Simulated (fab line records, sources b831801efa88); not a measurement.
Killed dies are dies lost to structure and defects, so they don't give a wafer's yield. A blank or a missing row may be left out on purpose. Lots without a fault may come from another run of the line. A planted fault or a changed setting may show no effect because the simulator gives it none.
A struck lot beside a sound one | flow sky130 | 14 steps out of a route of 708
Sound: wafers L752.1, L752.4, L752.6. Struck: wafers L759.1, L759.4, L759.6. The cause comes at the end.
At each step with rows: each side's tool, then ch and its chambers, then its first start. Under that, the readings that differ: sound wafers | struck wafers | difference of the means | sigmas: that difference in standard deviations of wafers without a fault.
alike: readings whose means differ by less than 2 such deviations, and words and numbers that are the same on both sides. not compared: withheld readings, readings that some wafer has no value for, bounds like >300 that may hide the same value, and numbers for which the record gives no deviation and whose values overlap.
The two part at a step that has a row with sigmas, a row that says differs or no value, or rows on one side only. Numbers that don't overlap but have no deviation are shown without sigmas and don't part them. A reading that every wafer of one side lacks parts them only if that side has two wafers or more.

SKY_LI_CONTACT_THK_MEAS_23: measures by xrf.
  sound on film_metro-01, day 29 15:56; struck on film_metro-01, day 32 04:14
  alike: LI_CONTACT_W_THK
SKY_LI_CONTACT_CMP_24: polishes, stops on PSG, t overpolish 20 s, target thk 0 nm.
  sound on cmp-02 ch 0,1, day 29 16:13; struck on cmp-02 ch 1,2,3, day 32 04:21
  alike: motor_current_A, overpolish_run_s, slurry_flow_ml_min, time_to_endpoint_s
SKY_LOCAL_INTERCONNECT_SPUTTER_00: material TiN, target thk 100 nm, time 83.3 s.
  sound on pvd_sputter-04, day 29 16:31; struck on pvd_sputter-02, day 32 04:36
  alike: throttle_valve_pct
SKY_LOCAL_INTERCONNECT_RS_MEAS_01: measures by four-point-probe.
  sound on film_metro-02, day 29 16:35; struck on film_metro-02, day 32 04:40
  alike: LOCAL_INTERCONNECT_TIN_RS
SKY_LOCAL_INTERCONNECT_THK_MEAS_02: measures by xrf.
  sound on film_metro-02, day 29 16:42; struck on film_metro-02, day 32 04:47
  alike: LOCAL_INTERCONNECT_TIN_THK
then, 7 steps without rows for these wafers: SKY_LOCAL_INTERCONNECT_DEHYDRATE_03 (time 60 s); SKY_LOCAL_INTERCONNECT_HMDS_04 (prime time 60 s); SKY_LOCAL_INTERCONNECT_COAT_05 (resist thk 60 nm); SKY_LOCAL_INTERCONNECT_COAT_06 (resist thk 450 nm); SKY_LOCAL_INTERCONNECT_SOFTBAKE_07 (time 90 s); SKY_LOCAL_INTERCONNECT_EXPOSE_08 (exposes mask LI1M, target cd 170 nm); SKY_LOCAL_INTERCONNECT_PEB_09.
SKY_LOCAL_INTERCONNECT_DEVELOP_10: develop time 60 s.
  sound on litho_track-01 ch 0, day 30 20:00; struck on litho_track-01, day 33 07:00
  no value came back on the struck wafers for chill_plate_temp_C (C), develop_time_s (s), resist_line_temp_C (C); on the sound wafers chill_plate_temp_C (C) reads 23.08 22.98 23.15
  reading                                                   | sound             | struck            | difference | sigmas
  model.KrF-thick_of_LOCAL_INTERCONNECT_COAT_06.thk_nm (nm) | 435.9 435.7 434.8 | 448.8 447.2 446.6 | +12.1      |
SKY_LOCAL_INTERCONNECT_CD_MEAS_11: target cd 170 nm.
  sound on cd_sem-01, day 30 20:56; struck on cd_sem-02, day 33 07:26
  reading    | sound             | struck | difference                    | sigmas
  cd_nm (nm) | 166.9 168.4 168.4 | - - -  | no value on the struck wafers |

WHERE THEY PART
First at SKY_LOCAL_INTERCONNECT_DEVELOP_10; last, within this record, at SKY_LOCAL_INTERCONNECT_CD_MEAS_11.

WHY: what the simulator had put in
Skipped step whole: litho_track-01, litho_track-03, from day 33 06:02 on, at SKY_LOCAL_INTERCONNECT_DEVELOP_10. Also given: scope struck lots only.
